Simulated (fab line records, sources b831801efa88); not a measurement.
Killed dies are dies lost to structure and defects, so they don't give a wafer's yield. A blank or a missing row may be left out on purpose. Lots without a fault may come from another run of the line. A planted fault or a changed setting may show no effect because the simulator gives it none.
Tool commonality check | flow gf180mcu | 11 lots, 33 wafers sampled

WHY IT WAS OPENED
At GF_POLY_GATE_THK_MEAS_01 the reading POLY_GATE_CVD_00_THK is flagged on 2 of 11 lots. Wafers without a fault read 200.2 nm, standard deviation 2.
Rule: a lot is flagged when every wafer of it that has a number lies more than 4 standard deviations from that mean, or none has a number. The other lots count as sound.

lot  | measured     | on            | POLY_GATE_CVD_00_THK (nm), wafer by wafer | flag
L371 | day 8 18:32  | film_metro-01 | 196.5 196.8 198.4                         |
L372 | day 9 02:44  | film_metro-01 | 203.2 202.7 202.2                         |
L373 | day 9 05:21  | film_metro-03 | 199.7 199.6 199.0                         |
L375 | day 10 02:30 | film_metro-03 | 195.8 196.8 197.1                         |
L377 | day 10 11:31 | film_metro-02 | 160.3 161.5 161.1                         | FLAGGED
L379 | day 11 01:54 | film_metro-02 | 165.6 165.7 165.8                         | FLAGGED
L389 | day 13 17:52 | film_metro-02 | 199.6 199.0 198.3                         |
L390 | day 13 22:53 | film_metro-03 | 200.5 200.3 201.1                         |
L391 | day 14 07:25 | film_metro-02 | 201.9 203.2 202.7                         |
L392 | day 14 14:59 | film_metro-03 | 200.0 201.7 200.8                         |
L393 | day 15 06:49 | film_metro-02 | 201.0 199.1 202.4                         |
The numbers of the flagged lots are 163.3 nm on average: -36.9 nm against the usual, or -18 standard deviations.

WHICH TOOL RAN EACH LOT
The record holds 2 process steps before the reading, out of a route of 602 steps. In each cell: the tool, then ch and the chambers that the sampled wafers went through, then the start.
lot  | flag    | GF_LVPWELL_STRIP_10                 | GF_POLY_GATE_CVD_00
L371 |         | plasma_asher-03 ch 0,1, day 4 05:33 | lpcvd-02 ch 0, day 8 17:13
L372 |         | plasma_asher-01 ch 0,1, day 4 12:54 | lpcvd-01 ch 0, day 9 01:23
L373 |         | plasma_asher-04 ch 0,1, day 4 13:09 | lpcvd-02 ch 0, day 9 04:01
L375 |         | plasma_asher-03 ch 0,1, day 5 05:14 | lpcvd-01 ch 1, day 10 01:09
L377 | FLAGGED | plasma_asher-04 ch 1, day 5 14:06   | lpcvd-01 ch 0, day 10 10:11
L379 | FLAGGED | plasma_asher-04 ch 0,1, day 6 00:08 | lpcvd-01 ch 1, day 11 00:32
L389 |         | plasma_asher-04 ch 1, day 8 07:05   | lpcvd-01 ch 0, day 13 16:31
L390 |         | plasma_asher-04 ch 0,1, day 8 12:17 | lpcvd-01 ch 0, day 13 21:32
L391 |         | plasma_asher-04 ch 0,1, day 8 16:15 | lpcvd-01 ch 0, day 14 06:04
L392 |         | plasma_asher-01 ch 0,1, day 8 22:38 | lpcvd-01 ch 0, day 14 13:40
L393 |         | plasma_asher-01 ch 0,1, day 9 11:08 | lpcvd-01 ch 1, day 15 05:29
What these steps do:
- GF_LVPWELL_STRIP_10: strips in O2/N2.
- GF_POLY_GATE_CVD_00: deposits poly-Si, target thk 200 nm, time 1200 s.
- GF_POLY_GATE_THK_MEAS_01

FLAGGED OVER TOTAL, TOOL BY TOOL (the gauges that took the reading come last)
step                     | tool            | lots run | flagged | share of the flagged lots | sound lots run after its first flagged lot
GF_LVPWELL_STRIP_10      | plasma_asher-01 | 3        | 0       | none                      | -
GF_LVPWELL_STRIP_10      | plasma_asher-03 | 2        | 0       | none                      | -
GF_LVPWELL_STRIP_10      | plasma_asher-04 | 6        | 2       | all                       | 3 (L389,L390,L391)
GF_POLY_GATE_CVD_00      | lpcvd-01        | 9        | 2       | all                       | 5 (L389,L390,L391,L392,L393)
GF_POLY_GATE_CVD_00      | lpcvd-02        | 2        | 0       | none                      | -
GF_POLY_GATE_THK_MEAS_01 | film_metro-01   | 2        | 0       | none                      | -
GF_POLY_GATE_THK_MEAS_01 | film_metro-02   | 5        | 2       | all                       | 3 (L389,L391,L393)
GF_POLY_GATE_THK_MEAS_01 | film_metro-03   | 4        | 0       | none                      | -

WHAT THE TABLE ALLOWS
3 rows of the table ran every flagged lot: plasma_asher-04 at GF_LVPWELL_STRIP_10, lpcvd-01 at GF_POLY_GATE_CVD_00, film_metro-02 at GF_POLY_GATE_THK_MEAS_01.
- plasma_asher-04 at GF_LVPWELL_STRIP_10: 2 of its 6 lots flagged. Sound lots ran on it after the first flagged one (L389, L390, L391), which a lasting fault on the whole tool wouldn't allow.
- lpcvd-01 at GF_POLY_GATE_CVD_00: 2 of its 9 lots flagged. Sound lots ran on it after the first flagged one (L389, L390, L391, L392, L393), which a lasting fault on the whole tool wouldn't allow. Its own readings lie more than 4 standard deviations out on every wafer of the flagged lots: spike_tc_lower_C, spike_tc_top_C, spike_tc_upper_C, susceptor_temp_C.
- film_metro-02 at GF_POLY_GATE_THK_MEAS_01: 2 of its 5 lots flagged. Sound lots ran on it after the first flagged one (L389, L391, L393), which a lasting fault on the whole tool wouldn't allow.
No row of the table ran every flagged lot and no sound lot after the first.

WHAT THE SIMULATOR HAD PUT IN
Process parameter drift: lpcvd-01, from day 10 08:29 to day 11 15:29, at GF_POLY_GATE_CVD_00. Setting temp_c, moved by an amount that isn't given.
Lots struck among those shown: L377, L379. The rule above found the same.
